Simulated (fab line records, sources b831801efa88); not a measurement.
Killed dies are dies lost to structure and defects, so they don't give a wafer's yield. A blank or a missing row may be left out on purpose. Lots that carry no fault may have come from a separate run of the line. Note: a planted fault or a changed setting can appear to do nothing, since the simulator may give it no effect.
Which tool is to blame? -- flow sfq_line -- 39 wafers from 13 lots sampled at 6 of the route's 325 steps

WHAT EACH GAUGE READ, for each wafer
SFQ_M4_RS_MEAS_924: uses a four-point probe to measure. Usual: M4_NB_RS gives 0.890 ohm/sq (standard deviation 0.0097).
lot,measured,on,M4_NB_RS (ohm/sq),flag
L902,day 43 21:11,film_metro-02,0.871 0.890 0.881,
L903,day 44 02:08,film_metro-01,0.876 0.885 0.880,
L904,day 44 05:09,film_metro-01,0.896 0.902 0.890,
L906,day 51 22:46,film_metro-03,0.902 0.915 0.896,
L907,day 52 00:02,film_metro-03,0.886 0.893 0.880,
L908,day 52 01:12,film_metro-02,0.879 0.889 0.901,
L910,day 52 05:59,film_metro-01,0.883 0.892 0.906,
L911,day 52 14:23,film_metro-02,0.876 0.882 0.879,
L912,day 53 02:24,film_metro-02,0.885 0.874 0.882,
L913,day 53 16:48,film_metro-01,0.889 0.877 0.885,
L922,day 55 01:29,film_metro-03,0.883 0.883 0.889,
L923,day 55 02:05,film_metro-02,0.614 0.881 0.887,OFF
L925,day 55 09:16,film_metro-01,0.893 0.893 0.899,

SFQ_I4_BOW_MEAS_927. Usual: I4_BOW gives 4 um (standard deviation 8.6).
lot,measured,on,I4_BOW (um),flag
L902,day 44 06:44,film_metro-03,-1 -3 4,
L903,day 44 12:29,film_metro-01,-5 -9 -13,
L904,day 45 03:34,film_metro-04,-10 -13 -8,
L906,day 52 07:02,film_metro-04,3 5 -9,
L907,day 52 11:38,film_metro-03,14 4 13,
L908,day 52 12:47,film_metro-01,14 11 14,
L910,day 52 17:53,film_metro-03,16 5 15,
L911,day 53 00:20,film_metro-01,9 -6 3,
L912,day 53 16:47,film_metro-04,4 0 9,
L913,day 53 23:19,film_metro-03,0 -2 10,
L922,day 55 08:36,film_metro-03,-7 -2 -8,
L923,day 55 09:27,film_metro-04,16 15 3,
L925,day 55 16:23,film_metro-03,4 3 4,

EACH LOT AND THE TOOL THAT RAN IT (in order: tool; ch and the chambers of the sampled wafers; start)
lot,SFQ_TRILAYER_M0_STRIP_STRIP_025,SFQ_TRILAYER_M2_DEP_SPUTTER_055,SFQ_TRILAYER_M4_DEP_SPUTTER_091,SFQ_TRILAYER_M4_ETCH_METAL_ETCH_096
L902,"rie_metal-02 ch 0,1, day 10 16:38","pvd_sputter-04, day 23 12:41","pvd_sputter-03, day 43 21:06","rie_metal-01 ch 0,1, day 43 23:43"
L903,"rie_metal-01 ch 0,1, day 11 01:02","pvd_sputter-06, day 23 13:43","pvd_sputter-04, day 44 02:01","rie_metal-04 ch 0,1, day 44 05:19"
L904,"rie_metal-01 ch 0,1, day 11 10:50","pvd_sputter-04, day 23 16:07","pvd_sputter-03, day 44 05:01","rie_metal-04 ch 0,1, day 44 23:35"
L906,"rie_metal-02 ch 0,1, day 12 16:46","pvd_sputter-04, day 26 00:30","pvd_sputter-03, day 51 22:40","rie_metal-02 ch 0,1, day 52 02:34"
L907,"rie_metal-02 ch 0,1, day 13 04:58","pvd_sputter-06, day 26 01:42","pvd_sputter-04, day 51 23:53","rie_metal-01 ch 0,1, day 52 07:38"
L908,"rie_metal-01 ch 0,1, day 13 10:46","pvd_sputter-04, day 26 02:54","pvd_sputter-03, day 52 01:05","rie_metal-02 ch 1, day 52 08:47"
L910,"rie_metal-01 ch 0,1, day 14 02:22","pvd_sputter-04, day 26 15:19","pvd_sputter-03, day 52 05:53","rie_metal-02 ch 0,1, day 52 11:56"
L911,"rie_metal-01 ch 1, day 14 14:53","pvd_sputter-04, day 27 10:07","pvd_sputter-03, day 52 14:16","rie_metal-01 ch 0,1, day 52 20:20"
L912,"rie_metal-02 ch 0,1, day 14 17:05","pvd_sputter-06, day 27 17:43","pvd_sputter-05, day 53 02:16","rie_metal-02 ch 0,1, day 53 09:37"
L913,"rie_metal-04 ch 0,1, day 15 09:58","pvd_sputter-06, day 28 14:43","pvd_sputter-05, day 53 16:40","rie_metal-02 ch 0,1, day 53 19:20"
L922,"rie_metal-04 ch 0,1, day 18 08:49","pvd_sputter-06, day 29 13:40","pvd_sputter-05, day 55 01:23","rie_metal-04 ch 0, day 55 04:00"
L923,"rie_metal-04 ch 0,1, day 18 15:11","pvd_sputter-04, day 29 14:52","pvd_sputter-04, day 55 02:00","rie_metal-01 ch 0,1, day 55 05:12"
L925,"rie_metal-02 ch 0,1, day 19 13:37","pvd_sputter-06, day 36 08:59","pvd_sputter-03, day 55 09:11","rie_metal-01 ch 0,1, day 55 12:24"
- SFQ_TRILAYER_M0_STRIP_STRIP_025: strips in O2.
- SFQ_TRILAYER_M2_DEP_SPUTTER_055: material Nb, target thk 200 nm, time 133.3 s.
- SFQ_TRILAYER_M4_DEP_SPUTTER_091: material Nb, target thk 200 nm, time 133.3 s.
- SFQ_TRILAYER_M4_ETCH_METAL_ETCH_096: etches Nb in Cl2/Ar, stops on SiO2, target depth 240 nm, time 120 s.

AS READ BY THE TOOLS THEMSELVES (means over the sampled wafers that have a number; for cases with no such wafer, the mark the record gives instead)
SFQ_TRILAYER_M0_STRIP_STRIP_025. Usual: chamber_pressure_mTorr 50.00 mTorr, standard deviation 0.045; drypump_motor_current_A 6.0 A, standard deviation 0.41; oes_product_au 0.994 a.u., standard deviation 0.008.
lot,tool,chamber_pressure_mTorr (mTorr),drypump_motor_current_A (A),oes_product_au (a.u.),flag
L902,rie_metal-02,49.99,6.3,0.992,
L903,rie_metal-01,50.01,6.0,0.993,
L904,rie_metal-01,50.00,6.0,0.995,
L906,rie_metal-02,49.99,6.3,0.992,
L907,rie_metal-02,50.00,6.3,0.992,
L908,rie_metal-01,49.98,6.1,0.998,
L910,rie_metal-01,50.05,6.0,1.002,
L911,rie_metal-01,49.99,6.1,0.996,
L912,rie_metal-02,49.97,5.9,0.993,
L913,rie_metal-04,49.99,5.6,0.992,
L922,rie_metal-04,50.00,5.7,0.984,
L923,rie_metal-04,49.99,5.7,0.995,
L925,rie_metal-02,49.98,5.8,0.995,

SFQ_TRILAYER_M2_DEP_SPUTTER_055. Usual: throttle_valve_pct 30.1 %, standard deviation 1.5.
lot,tool,throttle_valve_pct (%),flag
L902,pvd_sputter-04,31.8,
L903,pvd_sputter-06,29.7,
L904,pvd_sputter-04,29.3,
L906,pvd_sputter-04,30.8,
L907,pvd_sputter-06,28.0,
L908,pvd_sputter-04,31.3,
L910,pvd_sputter-04,30.2,
L911,pvd_sputter-04,31.9,
L912,pvd_sputter-06,29.5,
L913,pvd_sputter-06,28.6,
L922,pvd_sputter-06,30.1,
L923,pvd_sputter-04,30.8,
L925,pvd_sputter-06,29.8,

SFQ_TRILAYER_M4_DEP_SPUTTER_091. Usual: throttle_valve_pct 30.5 %, standard deviation 1.2.
lot,tool,throttle_valve_pct (%),flag
L902,pvd_sputter-03,30.5,
L903,pvd_sputter-04,31.3,
L904,pvd_sputter-03,31.2,
L906,pvd_sputter-03,30.9,
L907,pvd_sputter-04,30.1,
L908,pvd_sputter-03,30.9,
L910,pvd_sputter-03,30.5,
L911,pvd_sputter-03,30.5,
L912,pvd_sputter-05,29.2,
L913,pvd_sputter-05,29.2,
L922,pvd_sputter-05,30.0,
L923,pvd_sputter-04,31.2,
L925,pvd_sputter-03,30.6,

SFQ_TRILAYER_M4_ETCH_METAL_ETCH_096. Usual: chamber_pressure_mTorr 10.002 mTorr, standard deviation 0.011; drypump_motor_current_A 6.0 A, standard deviation 0.39; oes_product_au 0.894 a.u., standard deviation 0.007.
lot,tool,chamber_pressure_mTorr (mTorr),drypump_motor_current_A (A),oes_product_au (a.u.),flag
L902,rie_metal-01,10.003,6.1,0.897,
L903,rie_metal-04,9.996,5.7,0.899,
L904,rie_metal-04,10.008,5.6,0.888,
L906,rie_metal-02,10.001,6.3,0.880,
L907,rie_metal-01,10.007,6.0,0.896,
L908,rie_metal-02,9.989,5.4,0.894,
L910,rie_metal-02,9.998,5.8,0.892,
L911,rie_metal-01,9.999,6.0,0.897,
L912,rie_metal-02,10.007,6.3,0.897,
L913,rie_metal-02,10.003,5.8,0.900,
L922,rie_metal-04,10.005,5.8,0.899,
L923,rie_metal-01,9.996,6.0,0.929,OFF
L925,rie_metal-01,10.009,6.0,0.890,

THE ANSWER, worked out from the rows above alone
Rule: a lot counts as off when the mean over its wafers that have a number is more than 3 standard deviations away from the usual mean. Also off: a lot with no number at a reading for which 4 or more lots have one. Where the step has rows for the other lots, those lots are counted as sound. First the gauges in route order, then the tools' own readings, where a lot's mean is used as printed above. At the first step where some lot is off, the reading lying furthest off is the one used; lots without a number count as furthest.
Off: L923, at SFQ_M4_RS_MEAS_924 (M4_NB_RS).
A tool fits if, at a process step before that reading, it ran every lot that is off, and no sound lot after the first of them. Not tried: the gauges at SFQ_M4_RS_MEAS_924; whatever is off there is also off at SFQ_TRILAYER_M4_ETCH_METAL_ETCH_096, on other tools, and gauge error can't account for it. This does not decide it: 2 tools fit, namely rie_metal-04 at SFQ_TRILAYER_M0_STRIP_STRIP_025 and pvd_sputter-04 at SFQ_TRILAYER_M2_DEP_SPUTTER_055 and SFQ_TRILAYER_M4_DEP_SPUTTER_091.

WHAT HAD BEEN PUT IN BY THE SIMULATOR
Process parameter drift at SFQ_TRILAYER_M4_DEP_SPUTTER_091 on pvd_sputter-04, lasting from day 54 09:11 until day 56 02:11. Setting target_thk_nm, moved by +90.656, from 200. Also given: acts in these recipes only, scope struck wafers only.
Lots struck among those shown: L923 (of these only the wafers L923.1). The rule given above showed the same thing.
